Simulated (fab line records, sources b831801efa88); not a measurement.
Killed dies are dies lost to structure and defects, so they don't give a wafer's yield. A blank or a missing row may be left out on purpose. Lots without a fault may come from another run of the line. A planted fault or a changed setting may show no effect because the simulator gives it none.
fab line records | flow sky130
record lots=6 wafers=18 last_day=50
route steps=708 shown NWELL@65 PWDE@84 VT_ADJUST_HVTP@85 VT_ADJUST_LVTN@97 PAD_OPEN@708
lots that met no fault: from a run of the same line without faults
start_h: hours from the record's first day to the start of the lot's first wafer shown | wait_h: hours since the lot's step before | " the same as in the row above | L1.1+2: a row that stands for several wafers | - no value, or no start given | * or withheld: withheld | < > ~ a bound
route shown NAME@n: a module of which the file shows steps, and the number in the route of the first | usual: mean/standard deviation of fault-free wafers | same: alike in all rows | chamber/n: place in a boat | sites: the reading at each site | _std_site: their standard deviation | _edge_site: outer sites' mean less inner sites' | radius_mm: how far each site lies from the wafer's centre | mask NAME#n: copy n | behind: the tool/chamber that last shaped the wafer | hold: why the lot was held/for how many hours/how that ended | device: the transistor (n, p or np) that didn't switch | end of line: the same wafers' tests at the end of the route | a step without rows: its recipe alone | killed: dies lost to structure and defects at the first sort, not the wafer's yield | map: a wafer's dies, x killed, . not, _ none there
set.NAME: the setting as run; set.NAME@STEP: as run at that earlier step | model.NAME: the simulator's own value behind a step, which no gauge read
lots at some steps of the route; a table a step, a row a wafer
services: from which hour (start_h, from the record's first day; less than 0 if before it) a tool's chamber was out of use, for how many hours, and why
## steps
# step SKY_NWELL_IMPLANT_12
# recipe species=P energy_kev=120 dose_cm2=1.3e+12 tilt_deg=withheld
# step SKY_NWELL_IMPLANT_13
# recipe species=P energy_kev=50 dose_cm2=7e+11 tilt_deg=withheld
# step SKY_NWELL_STRIP_14
# recipe chemistry=O2/N2 power_w=1400 pressure_mtorr=1500 platen_temp_c=withheld o2_flow_sccm=3000 n2_flow_sccm=300 overash_fraction=0.5
# usual drypump_motor_current_A=5.5/0.41 oes_product_au=0.722/0.0043 strip_time_to_endpoint_s=36.92/0.092
# columns lot.wafer tool chamber start_h wait_h drypump_motor_current_A oes_product_au rf_hours_counter_h strip_time_to_endpoint_s
L694.1 plasma_asher-02 0 99.90 0.1 6.0 0.719 29 36.86
L694.2 " 1 " " 5.4 0.724 29 36.96
L694.6 " 0 " " 6.0 0.716 - 36.95
L697.1 plasma_asher-02 0 103.99 0.1 6.0 0.713 30 37.03
L697.4 " 1 " " 5.4 0.722 - 36.87
L697.6 " 0 " " 6.0 0.726 - 36.94
L696.1 plasma_asher-01 0 104.69 0.1 4.9 0.721 43 36.91
L696.4 " 1 " " 5.8 0.723 - 36.89
L696.5 " 1 " " 5.8 0.727 - 36.94
L708.4 plasma_asher-04 1 177.59 0.1 5.0 0.727 - 36.87
L708.5 " 0 " " 5.7 0.728 - 36.73
L708.6 " 1 " " 5.1 0.716 - 36.83
L709.1 plasma_asher-02 1 190.03 0.1 5.4 0.728 38 36.95
L709.3 " 0 " " 6.0 0.721 - 36.91
L709.5 " 0 " " 6.0 0.717 - 36.82
L713.2 plasma_asher-01 1 203.10 0.1 5.8 0.728 54 36.96
L713.4 " 0 " " 4.9 0.719 - 37.00
L713.5 " 1 " " 5.8 0.721 - 37.03
# step SKY_NWELL_TW_MEAS_15
# usual NWELL_TW=1838/15
# columns lot.wafer tool chamber start_h wait_h NWELL_TW
L694.1 film_metro-04 - 100.00 0.1 1829
L694.2 " - " " 1833
L694.6 " - " " 1837
L697.1 film_metro-02 - 104.09 0.1 1824
L697.4 " - " " 1826
L697.6 " - " " 1819
L696.1 film_metro-03 - 104.79 0.1 1843
L696.4 " - " " 1848
L696.5 " - " " 1836
L708.4 film_metro-03 - 177.68 0.1 1833
L708.5 " - " " 1834
L708.6 " - " " 1828
L709.1 film_metro-04 - 190.13 0.1 1853
L709.3 " - " " 1855
L709.5 " - " " 1853
L713.2 film_metro-03 - 203.21 0.1 1833
L713.4 " - " " 1828
L713.5 " - " " 1836
# step SKY_NWELL_DEHYDRATE_16
# recipe temp_c=200 time_s=60
# step SKY_NWELL_HMDS_17
# recipe prime_time_s=60 prime_temp_c=120
# step SKY_NWELL_COAT_18
# recipe spin_rpm=2000 resist_thk_nm=3000
# step SKY_NWELL_SOFTBAKE_19
# recipe temp_c=110 time_s=withheld
# step SKY_NWELL_EXPOSE_20
# recipe mask_id=NWM_COMPLEMENT na=0.6 source_shape=conventional sigma_outer=0.6 polarization=unpolarized target_cd_nm=840 dose_mj=260
# step SKY_NWELL_PEB_21
# recipe temp_c=115 time_s=withheld
# step SKY_NWELL_DEVELOP_22
# recipe wall_angle_deg=90 developer=TMAH develop_time_s=60 dev_temp_c=23
# step SKY_NWELL_OVL_MEAS_23
# usual NWELL_01_OVL=-0.3/1.3
# columns lot.wafer tool chamber start_h wait_h NWELL_01_OVL[nm]
L694.1 overlay-01 - 118.09 - 3.9
L694.2 " - " " 2.4
L694.6 " - " " 2.5
L697.1 overlay-02 - 120.97 - 0.0
L697.4 " - " " -0.2
L697.6 " - " " 1.4
L696.1 overlay-01 - 122.19 - -2.6
L696.4 " - " " -1.7
L696.5 " - " " -3.2
L708.4 overlay-01 - 198.71 - -0.5
L708.5 " - " " -2.8
L708.6 " - " " -2.0
L709.1 overlay-01 - 212.22 - -1.3
L709.3 " - " " -0.6
L709.5 " - " " 0.9
L713.2 overlay-01 - 225.50 - -0.3
L713.4 " - " " -1.7
L713.5 " - " " -0.1
# step SKY_NWELL_IMPLANT_24
# recipe species=B energy_kev=140 dose_cm2=9.2e+12 tilt_deg=withheld
# usual end_station_pressure_torr=5.03e-06/2.4e-07 faraday_current_uA=51.9/0.93
# columns lot.wafer tool chamber start_h wait_h end_station_pressure_torr faraday_current_uA
L694.1 implanter-01 0 118.13 0.0 4.87e-06 51.6
L694.2 " 0 " " 5.49e-06 52.5
L694.6 " 0 " " 5.25e-06 51.0
L697.1 implanter-02 0 121.00 0.0 5.37e-06 51.6
L697.4 " 0 " " 4.84e-06 51.3
L697.6 " 0 " " 4.75e-06 51.3
L696.1 implanter-01 0 122.23 0.0 4.86e-06 52.7
L696.4 " 0 " " 4.76e-06 52.3
L696.5 " 0 " " 5.28e-06 52.7
L708.4 implanter-01 0 198.80 0.1 5.09e-06 53.6
L708.5 " 0 " " 4.94e-06 51.7
L708.6 " 0 " " 4.88e-06 52.1
L709.1 implanter-01 0 212.25 0.0 4.85e-06 52.6
L709.3 " 0 " " 5.26e-06 52.6
L709.5 " 0 " " 4.82e-06 51.8
L713.2 implanter-03 0 225.55 0.0 5.11e-06 51.6
L713.4 " 0 " " 4.64e-06 50.5
L713.5 " 0 " " 4.88e-06 51.2
# step SKY_NWELL_STRIP_25
# recipe chemistry=O2/N2 power_w=1400 pressure_mtorr=1500 platen_temp_c=withheld o2_flow_sccm=3000 n2_flow_sccm=300 overash_fraction=0.5
# usual drypump_motor_current_A=5.5/0.42 oes_product_au=0.723/0.0048 strip_time_to_endpoint_s=36.93/0.094
# columns lot.wafer tool chamber start_h wait_h drypump_motor_current_A oes_product_au rf_hours_counter_h strip_time_to_endpoint_s
L694.1 plasma_asher-01 1 118.28 0.1 5.8 0.724 45 36.98
L694.2 " 0 " " 4.9 0.726 45 36.94
L694.6 " 0 " " 4.9 0.724 - 37.00
L697.1 plasma_asher-01 1 121.15 0.1 5.8 0.719 46 36.95
L697.4 " 0 " " 4.9 0.720 - 36.92
L697.6 " 1 " " 5.8 0.723 - 36.96
L696.1 plasma_asher-01 0 122.38 0.1 4.9 0.721 46 36.90
L696.4 " 1 " " 5.8 0.728 - 36.99
L696.5 " 1 " " 5.8 0.727 - 37.00
L708.4 plasma_asher-04 0 198.91 0.1 5.7 0.723 - 36.86
L708.5 " 1 " " 5.0 0.728 - 36.85
L708.6 " 0 " " 5.7 0.719 - 36.82
L709.1 plasma_asher-02 1 212.40 0.1 5.4 0.723 41 36.77
L709.3 " 0 " " 6.0 0.721 - 36.84
L709.5 " 0 " " 6.0 0.730 - 36.79
L713.2 plasma_asher-01 0 225.68 0.1 4.9 0.725 57 36.95
L713.4 " 1 " " 5.8 0.720 - 36.82
L713.5 " 1 " " 5.8 0.722 - 36.94
# step SKY_NWELL_TW_MEAS_26
# usual NWELL_2_TW=502/4.3
# columns lot.wafer tool chamber start_h wait_h NWELL_2_TW
L694.1 film_metro-03 - 118.38 0.1 506
L694.2 " - " " 502
L694.6 " - " " 505
L697.1 film_metro-03 - 121.25 0.1 499
L697.4 " - " " 500
L697.6 " - " " 499
L696.1 film_metro-04 - 122.48 0.1 501
L696.4 " - " " 497
L696.5 " - " " 503
L708.4 film_metro-02 - 199.01 0.1 491
L708.5 " - " " 490
L708.6 " - " " 488
L709.1 film_metro-04 - 212.50 0.1 502
L709.3 " - " " 504
L709.5 " - " " 503
L713.2 film_metro-04 - 225.79 0.1 513
L713.4 " - " " 508
L713.5 " - " " 510
# step SKY_NWELL_CLEAN_27
# recipe chemistry=SC1/SC2 mix=1:4:20 temp_c=70 time_s=150 dry=n2_spin
# step SKY_NWELL_RTA_28
# recipe temp_c=1050 time_s=30 idle_temp_c=650 ramp_up_c_per_s=150 ramp_down_c_per_s=90 ambient=N2
# usual lamp_power_pct=25.30/0.048 ramp_up_c_per_s=150.00/0.026 wafer_temp_C_max=1054.8/0.89
# same time_s=30
# columns lot.wafer tool chamber start_h wait_h lamp_power_pct ramp_up_c_per_s wafer_temp_C_max
L694.1 rtp_anneal-01 0 118.54 0.0 25.31 149.97 1055.8
L694.2 " 0 " " 25.31 149.95 1054.0
L694.6 " 0 " " 25.32 150.04 1055.8
L697.1 rtp_anneal-02 0 121.36 0.0 25.32 149.99 1055.2
L697.4 " 0 " " 25.21 150.02 1053.9
L697.6 " 0 " " 25.25 150.03 1054.3
L696.1 rtp_anneal-01 0 122.65 0.0 25.23 150.02 1056.1
L696.4 " 0 " " 25.35 150.02 1056.0
L696.5 " 0 " " 25.33 150.01 1056.3
L708.4 rtp_anneal-01 0 199.19 0.1 25.35 150.01 1053.9
L708.5 " 0 " " 25.39 150.00 1054.8
L708.6 " 0 " " 25.32 149.98 1054.7
L709.1 rtp_anneal-01 0 212.61 0.0 25.40 149.96 1054.7
L709.3 " 0 " " 25.40 150.03 1054.7
L709.5 " 0 " " 25.19 150.01 1054.8
L713.2 rtp_anneal-02 0 225.91 0.0 25.23 150.02 1054.1
L713.4 " 0 " " 25.25 150.02 1054.5
L713.5 " 0 " " 25.28 149.98 1054.8
# step SKY_NWELL_RS_MEAS_29
# recipe thk_meas_gauge=four-point-probe
# usual NWELL_RS=624.2/1.6
# columns lot.wafer tool chamber start_h wait_h NWELL_RS[ohm/sq]
L694.1 film_metro-03 - 118.74 0.2 624.2
L694.2 " - " " 625.9
L694.6 " - " " 625.7
L697.1 film_metro-02 - 121.46 0.1 625.2
L697.4 " - " " 627.6
L697.6 " - " " 625.1
L696.1 film_metro-02 - 122.75 0.1 626.6
L696.4 " - " " 626.7
L696.5 " - " " 625.4
L708.4 film_metro-04 - 199.35 0.1 622.2
L708.5 " - " " 624.0
L708.6 " - " " 625.1
L709.1 film_metro-04 - 212.71 0.1 625.5
L709.3 " - " " 625.3
L709.5 " - " " 624.7
L713.2 film_metro-03 - 226.01 0.1 623.4
L713.4 " - " " 623.6
L713.5 " - " " 623.0
# step SKY_NWELL_RS_MEAS_31
# recipe thk_meas_gauge=four-point-probe
# usual PWDE_RS=5276/14
# columns lot.wafer tool chamber start_h wait_h PWDE_RS[ohm/sq]
L694.1 film_metro-03 - 118.98 0.1 5267
L694.2 " - " " 5277
L694.6 " - " " 5296
L697.1 film_metro-02 - 121.70 0.1 5265
L697.4 " - " " 5277
L697.6 " - " " 5264
L696.1 film_metro-02 - 122.99 0.1 5277
L696.4 " - " " 5276
L696.5 " - " " 5288
L708.4 film_metro-04 - 199.59 0.1 5271
L708.5 " - " " 5255
L708.6 " - " " 5263
L709.1 film_metro-04 - 212.95 0.1 5276
L709.3 " - " " 5248
L709.5 " - " " 5273
L713.2 film_metro-03 - 226.25 0.1 5273
L713.4 " - " " 5299
L713.5 " - " " 5285
# step SKY_VT_ADJUST_HVTP_DEHYDRATE_00
# recipe temp_c=200 time_s=60
# step SKY_VT_ADJUST_HVTP_HMDS_01
# recipe prime_time_s=60 prime_temp_c=120
# step SKY_VT_ADJUST_HVTP_COAT_02
# recipe resist=NOVOLAK spin_rpm=3035 resist_thk_nm=1140
# step SKY_VT_ADJUST_HVTP_SOFTBAKE_03
# recipe temp_c=90 time_s=60 resist=NOVOLAK
# step SKY_VT_ADJUST_HVTP_EXPOSE_04
# recipe mask_id=HVTPM na=0.6 source_shape=conventional sigma_outer=0.6 polarization=unpolarized target_cd_nm=380 dose_mj=140
# step SKY_VT_ADJUST_HVTP_PEB_05
# recipe temp_c=withheld time_s=* resist=NOVOLAK
# step SKY_VT_ADJUST_HVTP_DEVELOP_06
# recipe resist=NOVOLAK developer=TMAH develop_time_s=59.14 dev_temp_c=23
# step SKY_VT_ADJUST_HVTP_CD_MEAS_07
# recipe target_cd_nm=380
# usual cd_nm=380.9/2.1
# columns lot.wafer tool chamber start_h wait_h cd_nm
L694.1 cd_sem-01 - 136.11 0.1 383.4
L694.2 " - " " 383.0
L694.6 " - " " 382.1
L697.1 cd_sem-01 - 139.17 0.1 381.5
L697.4 " - " " 380.3
L697.6 " - " " 380.1
L696.1 cd_sem-02 - 139.34 0.1 376.9
L696.4 " - " " 377.9
L696.5 " - " " 377.1
L708.4 cd_sem-02 - 222.40 0.1 383.2
L708.5 " - " " 383.4
L708.6 " - " " 383.0
L709.1 cd_sem-01 - 235.97 0.1 381.6
L709.3 " - " " 379.9
L709.5 " - " " 381.5
L713.2 cd_sem-01 - 249.39 0.1 379.5
L713.4 " - " " 377.7
L713.5 " - " " 376.1
# step SKY_VT_ADJUST_HVTP_OVL_MEAS_08
# usual VT_ADJUST_HVTP_OVL=0.3/1.6
# columns lot.wafer tool chamber start_h wait_h VT_ADJUST_HVTP_OVL[nm]
L694.1 overlay-01 - 136.23 0.1 -0.5
L694.2 " - " " -1.7
L694.6 " - " " 1.1
L697.1 overlay-01 - 139.29 0.1 -0.8
L697.4 " - " " 1.2
L697.6 " - " " 0.0
L696.1 overlay-02 - 139.46 0.1 -2.6
L696.4 " - " " -1.2
L696.5 " - " " -1.6
L708.4 overlay-02 - 222.48 0.1 2.4
L708.5 " - " " 0.2
L708.6 " - " " 0.6
L709.1 overlay-01 - 236.09 0.1 2.4
L709.3 " - " " 2.1
L709.5 " - " " 2.7
L713.2 overlay-02 - 249.49 0.1 0.8
L713.4 " - " " 1.9
L713.5 " - " " 1.3
# step SKY_VT_ADJUST_HVTP_IMPLANT_09
# recipe species=As energy_kev=150 dose_cm2=4.3e+12 tilt_deg=withheld
# step SKY_VT_ADJUST_HVTP_STRIP_10
# recipe chemistry=O2/N2 power_w=1400 pressure_mtorr=1500 platen_temp_c=withheld o2_flow_sccm=3000 n2_flow_sccm=300 overash_fraction=0.5
# usual drypump_motor_current_A=5.5/0.4 oes_product_au=0.715/0.0041 strip_time_to_endpoint_s=14.12/0.046
# columns lot.wafer tool chamber start_h wait_h drypump_motor_current_A oes_product_au rf_hours_counter_h strip_time_to_endpoint_s
L694.1 plasma_asher-03 0 136.42 0.1 6.0 0.720 49 14.13
L694.2 " 1 " " 5.0 0.725 49 14.12
L694.6 " 1 " " 5.0 0.713 - 14.10
L697.1 plasma_asher-04 0 139.47 0.1 5.7 0.716 0 14.12
L697.4 " 0 " " 5.7 0.714 - 14.13
L697.6 " 1 " " 5.1 0.716 - 14.16
L696.1 plasma_asher-02 1 139.65 0.1 5.4 0.711 34 14.06
L696.4 " 0 " " 6.0 0.715 - 14.11
L696.5 " 1 " " 5.4 0.709 - 14.16
L708.4 plasma_asher-02 0 222.68 0.1 6.0 0.714 - 14.18
L708.5 " 1 " " 5.4 0.720 - 14.16
L708.6 " 0 " " 6.0 0.712 - 14.13
L709.1 plasma_asher-03 1 236.27 0.1 4.9 0.712 58 14.10
L709.3 " 1 " " 4.9 0.717 - 14.14
L709.5 " 1 " " 5.0 0.714 - 14.14
L713.2 plasma_asher-03 1 249.67 0.1 5.0 0.714 60 14.05
L713.4 " 1 " " 4.9 0.724 - 14.06
L713.5 " 1 " " 4.9 0.713 - 14.08
# step SKY_VT_ADJUST_HVTP_TW_MEAS_11
# usual VT_ADJUST_HVTP_TW=1358/19
# columns lot.wafer tool chamber start_h wait_h VT_ADJUST_HVTP_TW
L694.1 film_metro-04 - 136.52 0.1 1368
L694.2 " - " " 1371
L694.6 " - " " 1374
L697.1 film_metro-04 - 139.57 0.1 1370
L697.4 " - " " 1371
L697.6 " - " " 1373
L696.1 film_metro-01 - 139.75 0.1 1344
L696.4 " - " " 1340
L696.5 " - " " 1335
L708.4 film_metro-01 - 222.78 0.1 1338
L708.5 " - " " 1326
L708.6 " - " " 1345
L709.1 film_metro-01 - 236.37 0.1 1338
L709.3 " - " " 1331
L709.5 " - " " 1325
L713.2 film_metro-02 - 249.78 0.1 1360
L713.4 " - " " 1358
L713.5 " - " " 1357
# step SKY_VT_ADJUST_LVTN_DEHYDRATE_00
# recipe temp_c=200 time_s=60
# step SKY_VT_ADJUST_LVTN_HMDS_01
# recipe prime_time_s=60 prime_temp_c=120
# step SKY_VT_ADJUST_LVTN_COAT_02
# recipe spin_rpm=2000 resist_thk_nm=3000
# step SKY_VT_ADJUST_LVTN_SOFTBAKE_03
# recipe temp_c=110 time_s=withheld
# step SKY_VT_ADJUST_LVTN_EXPOSE_04
# recipe mask_id=NWM_COMPLEMENT_LESS_NATIVE na=0.6 source_shape=conventional sigma_outer=0.6 polarization=unpolarized target_cd_nm=840 dose_mj=194
# step SKY_VT_ADJUST_LVTN_PEB_05
# recipe temp_c=115 time_s=withheld
# step SKY_VT_ADJUST_LVTN_DEVELOP_06
# recipe wall_angle_deg=90 developer=TMAH develop_time_s=60 dev_temp_c=23
# step SKY_VT_ADJUST_LVTN_OVL_MEAS_07
# usual VT_ADJUST_LVTN_OVL=0.0/1.4
# columns lot.wafer tool chamber start_h wait_h VT_ADJUST_LVTN_OVL[nm]
L694.1 overlay-02 - 156.95 - -0.2
L694.2 " - " " -1.4
L694.6 " - " " -1.3
L697.1 overlay-01 - 158.60 - 0.8
L697.4 " - " " 1.0
L697.6 " - " " -0.2
L696.1 overlay-02 - 159.55 - 0.4
L696.4 " - " " 0.3
L696.5 " - " " 1.3
L708.4 overlay-01 - 245.84 - -0.4
L708.5 " - " " 1.7
L708.6 " - " " 1.9
L709.1 overlay-02 - 260.06 - -0.9
L709.3 " - " " -1.6
L709.5 " - " " -1.8
L713.2 overlay-02 - 274.02 - -1.7
L713.4 " - " " -1.6
L713.5 " - " " -1.7
# step SKY_VT_ADJUST_LVTN_IMPLANT_08
# recipe species=B energy_kev=30 dose_cm2=1.57e+12 tilt_deg=withheld
# step SKY_VT_ADJUST_LVTN_STRIP_09
# recipe chemistry=O2/N2 power_w=1400 pressure_mtorr=1500 platen_temp_c=withheld o2_flow_sccm=3000 n2_flow_sccm=300 overash_fraction=0.5
# usual drypump_motor_current_A=5.4/0.44 oes_product_au=0.722/0.0046 strip_time_to_endpoint_s=36.93/0.098
# columns lot.wafer tool chamber start_h wait_h drypump_motor_current_A oes_product_au rf_hours_counter_h strip_time_to_endpoint_s
L694.1 plasma_asher-03 1 157.14 0.1 4.9 0.729 51 36.85
L694.2 " 0 " " 6.0 0.722 51 36.96
L694.6 " 0 " " 6.0 0.725 - 36.95
L697.1 plasma_asher-01 0 158.79 0.1 4.9 0.718 50 36.91
L697.4 " 1 " " 5.8 0.723 - 36.93
L697.6 " 0 " " 4.9 0.726 - 37.02
L696.1 plasma_asher-01 1 159.74 0.1 5.8 0.714 50 37.00
L696.4 " 0 " " 4.9 0.728 - 36.88
L696.5 " 1 " " 5.8 0.716 - 37.02
L708.4 plasma_asher-03 0 246.04 0.1 6.0 0.724 - 37.15
L708.5 " 0 " " 6.0 0.717 - 37.03
L708.6 " 1 " " 5.0 0.725 - 37.07
L709.1 plasma_asher-03 0 260.25 0.1 6.0 0.724 60 36.84
L709.3 " 0 " " 6.0 0.726 - 36.87
L709.5 " 1 " " 5.0 0.722 - 36.87
L713.2 plasma_asher-03 1 274.20 0.1 5.0 0.723 62 36.93
L713.4 " 1 " " 5.0 0.711 - 36.97
L713.5 " 1 " " 5.0 0.721 - 37.02
# step SKY_PAD_OPEN_PROBE_99
# usual killed_at_M0_to_M3=45/7.5 killed_at_M4_up=2.8/1.9 killed_at_contacts=25/5.5 killed_at_front_end=14/4 killed_at_other=0.3/0.75 killed_dies=87/9.4 killed_open=47/6.6 killed_short=39/6.6
# same gross_dies=492 killed_at_back_side=0
# columns lot.wafer tool chamber start_h wait_h killed_at_M0_to_M3 killed_at_M4_up killed_at_contacts killed_at_front_end killed_at_other killed_dies killed_open killed_short model.etest.res_pwell_under_gate.rs_ohm_sq_range model.etest.tip_n_5v.rs_ohm_sq_range
L697.1 prober-01 - 1106.68 0.1 49 2 18 11 0 80 42 38 70.54 23.08
L697.4 prober-01 - 1106.83 0.2 46 2 18 20 0 86 45 41 39.08 38.77
L697.6 prober-01 - 1106.93 0.2 47 3 19 21 1 91 41 50 51.19 24.88
L694.1 prober-02 - 1106.70 0.1 43 2 26 11 0 82 48 34 79.44 28.95
L694.2 prober-02 - 1106.75 0.1 41 3 26 5 0 75 37 38 36.93 46.84
L694.6 prober-02 - 1106.95 0.2 48 0 23 15 0 86 52 34 25.22 18.03
L696.1 prober-01 - 1108.34 0.1 33 11 23 19 0 86 47 34 48.08 23.63
L696.4 prober-01 - 1108.49 0.2 41 4 29 16 0 90 43 47 66.39 29.7
L696.5 prober-01 - 1108.54 0.2 54 3 27 10 0 94 49 45 47.64 28.84
L708.4 prober-01 - 1171.38 0.2 51 1 23 10 2 87 54 33 442.8 38.06
L708.5 prober-01 - 1171.43 0.2 48 2 24 13 0 87 40 47 454 37.96
L708.6 prober-01 - 1171.48 0.2 49 1 36 13 0 99 49 50 449.7 27.58
L709.1 prober-02 - 1181.93 0.1 39 4 28 12 0 83 48 35 439.1 47.39
L709.3 prober-02 - 1182.03 0.2 43 3 28 12 0 86 54 32 426.4 46.34
L709.5 prober-02 - 1182.13 0.2 50 0 19 15 0 84 50 34 468.6 64.96
L713.2 prober-01 - 1189.57 0.1 45 2 25 17 0 89 53 36 30.31 25.13
L713.4 prober-01 - 1189.67 0.2 54 7 21 12 0 94 51 42 51.94 27.56
L713.5 prober-01 - 1189.72 0.2 46 2 24 13 0 85 50 35 50.11 23.48
# killed by level:class
L697.1 METAL2:geometric_particle:short=8 VIA1:geometric_particle:open=7 VIA2:geometric_particle:open=7 LI_CONTACT:geometric_particle:open=6 CONTACT:geometric_particle:open=6 METAL1:geometric_particle:short=6 VIA3:geometric_particle:open=6 VIA3:geometric_particle:short=5
L694.1 CONTACT:geometric_particle:open=10 VIA1:geometric_particle:open=10 VIA3:geometric_particle:open=8 LI_CONTACT:geometric_particle:open=7 CONTACT:geometric_particle:short=5 VIA2:geometric_particle:open=5 VIA3:geometric_particle:short=5 METAL1:geometric_particle:short=4
L694.2 CONTACT:geometric_particle:open=10 VIA1:geometric_particle:open=6 METAL3:geometric_particle:short=6 LI_CONTACT:geometric_particle:open=5 LOCAL_INTERCONNECT:geometric_particle:short=4 CONTACT:geometric_particle:short=4 METAL1:geometric_particle:short=4 METAL2:geometric_particle:short=4
L697.4 POLY_GATE:geometric_particle:short=8 LI_CONTACT:geometric_particle:open=8 METAL2:geometric_particle:short=7 VIA2:geometric_particle:open=7 FIELD_ISO:geometric_particle:open=5 METAL2:geometric_particle:open=5 METAL1:geometric_particle:short=5 VIA1:geometric_particle:open=5
L697.6 VIA1:geometric_particle:open=9 METAL1:geometric_particle:short=7 CONTACT:geometric_particle:open=6 VIA3:geometric_particle:open=6 POLY_GATE:geometric_particle:open=5 POLY_GATE:geometric_particle:short=5 METAL2:geometric_particle:short=5 SPACER:geometric_particle:short=4
L694.6 VIA1:geometric_particle:open=19 CONTACT:geometric_particle:open=7 VIA3:geometric_particle:open=6 CONTACT:geometric_particle:short=6 METAL2:geometric_particle:short=6 FIELD_ISO:geometric_particle:open=5 LI_CONTACT:geometric_particle:open=5 METAL3:geometric_particle:short=4
L696.1 VIA1:geometric_particle:open=9 CONTACT:geometric_particle:open=8 LI_CONTACT:geometric_particle:open=7 VIA2:geometric_particle:open=7 FIELD_ISO:geometric_particle:open=5 METAL4:geometric_particle:short=5 VIA4:area_etch=5 LOCAL_INTERCONNECT:geometric_particle:short=4
L696.4 CONTACT:geometric_particle:open=13 VIA1:geometric_particle:short=7 METAL2:geometric_particle:short=6 VIA2:geometric_particle:open=6 VIA1:geometric_particle:open=5 METAL1:geometric_particle:short=5 CONTACT:geometric_particle:short=5 VIA2:geometric_particle:short=5
L696.5 VIA1:geometric_particle:open=11 LI_CONTACT:geometric_particle:open=11 METAL2:geometric_particle:short=8 VIA2:geometric_particle:open=8 VIA1:geometric_particle:short=7 LOCAL_INTERCONNECT:geometric_particle:short=6 VIA3:geometric_particle:open=6 CONTACT:geometric_particle:open=5
L708.4 CONTACT:geometric_particle:open=11 VIA3:geometric_particle:open=11 VIA1:geometric_particle:open=10 VIA2:geometric_particle:open=8 LI_CONTACT:geometric_particle:open=6 VIA3:geometric_particle:short=5 METAL3:geometric_particle:short=5 METAL2:geometric_particle:short=4
L708.5 VIA1:geometric_particle:open=11 METAL1:geometric_particle:short=9 METAL2:geometric_particle:short=8 FIELD_ISO:geometric_particle:short=7 VIA2:geometric_particle:open=7 LI_CONTACT:geometric_particle:short=6 LI_CONTACT:geometric_particle:open=5 CONTACT:geometric_particle:short=5
L708.6 CONTACT:geometric_particle:open=13 VIA2:geometric_particle:open=12 METAL1:geometric_particle:short=7 VIA1:geometric_particle:open=7 LI_CONTACT:geometric_particle:open=6 LOCAL_INTERCONNECT:geometric_particle:short=6 CONTACT:geometric_particle:short=6 FIELD_ISO:geometric_particle:short=5
L709.1 CONTACT:geometric_particle:open=15 VIA1:geometric_particle:open=13 FIELD_ISO:geometric_particle:open=5 VIA3:geometric_particle:open=5 LOCAL_INTERCONNECT:geometric_particle:short=5 METAL1:geometric_particle:short=5 LI_CONTACT:geometric_particle:open=4 METAL4:geometric_particle:short=4
L709.3 LI_CONTACT:geometric_particle:open=9 CONTACT:geometric_particle:open=9 VIA3:geometric_particle:open=9 VIA1:geometric_particle:open=8 VIA2:geometric_particle:open=8 LOCAL_INTERCONNECT:geometric_particle:short=6 FIELD_ISO:geometric_particle:open=5 VIA1:geometric_particle:short=5
L709.5 VIA1:geometric_particle:open=12 CONTACT:geometric_particle:open=9 LI_CONTACT:geometric_particle:open=7 VIA1:geometric_particle:short=7 METAL1:geometric_particle:short=6 VIA2:geometric_particle:open=6 VIA3:geometric_particle:open=6 FIELD_ISO:geometric_particle:open=5
L713.2 CONTACT:geometric_particle:open=16 VIA1:geometric_particle:open=11 VIA1:geometric_particle:short=8 VIA3:geometric_particle:open=6 VIA2:geometric_particle:open=6 LI_CONTACT:geometric_particle:open=4 CONTACT:geometric_particle:short=4 METAL1:geometric_particle:short=4
L713.4 VIA1:geometric_particle:open=17 CONTACT:geometric_particle:open=9 CONTACT:geometric_particle:short=8 VIA3:geometric_particle:open=7 VIA1:geometric_particle:short=6 VIA3:geometric_particle:short=5 VIA2:geometric_particle:open=5 FIELD_ISO:geometric_particle:short=4
L713.5 VIA3:geometric_particle:open=11 VIA1:geometric_particle:open=9 CONTACT:geometric_particle:open=8 LI_CONTACT:geometric_particle:open=7 METAL1:geometric_particle:short=7 VIA1:geometric_particle:short=7 VIA2:geometric_particle:open=5 CONTACT:geometric_particle:short=5
## services
# columns tool chamber start_h hours kind
implanter-01 - 95.77 3.5 repair
plasma_asher-04 - 96.27 17.1 repair
plasma_asher-04 - 98.01 10.8 repair
plasma_asher-04 - 113.37 14.6 pm
plasma_asher-02 - 117.20 2.8 pm
plasma_asher-04 - 127.97 9.0 pm
plasma_asher-04 0 127.97 9.0 vent_cycle
plasma_asher-04 1 127.97 9.0 vent_cycle
plasma_asher-04 0 136.97 - clean
plasma_asher-04 1 136.97 - clean
plasma_asher-01 - 141.50 1.6 repair
implanter-03 - 144.86 6.1 repair
rtp_anneal-01 - 167.98 6.6 pm
implanter-01 - 178.44 3.1 pm
rtp_anneal-02 - 178.92 3.4 pm
implanter-02 - 191.47 9.8 repair
implanter-01 - 214.02 8.7 repair
plasma_asher-03 - 226.45 0.9 repair
implanter-03 - 239.25 2.2 repair
## key
first_sign none at tools or gauges
model_effect step=SKY_PAD_OPEN_PROBE_99 value=etest.res_pwell_under_gate.rs_ohm_sq_range without=51.97 struck=446.8
met_at SKY_NWELL_IMPLANT_24
struck_wafers L708.4,L708.5,L708.6,L709.1,L709.3,L709.5
tester_left_out L708,L709
onset_between 122.23 198.80
also_fits SKY_NWELL_RTA_28:rtp_anneal-01
fault kind=process_parameter_drift tool=implanter-01 chamber=- onset_h=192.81 steps=SKY_NWELL_IMPLANT_24 channel=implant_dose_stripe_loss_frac offset=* shape=step end_h=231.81
# tester_left_out: of these lots the tester's yield and bins aren't shown, on N5 and GAA mostly nor the transistor test; their killed dies are dies lost to structure and defects alone, not to doping, threshold or leakage, so they don't give the yield
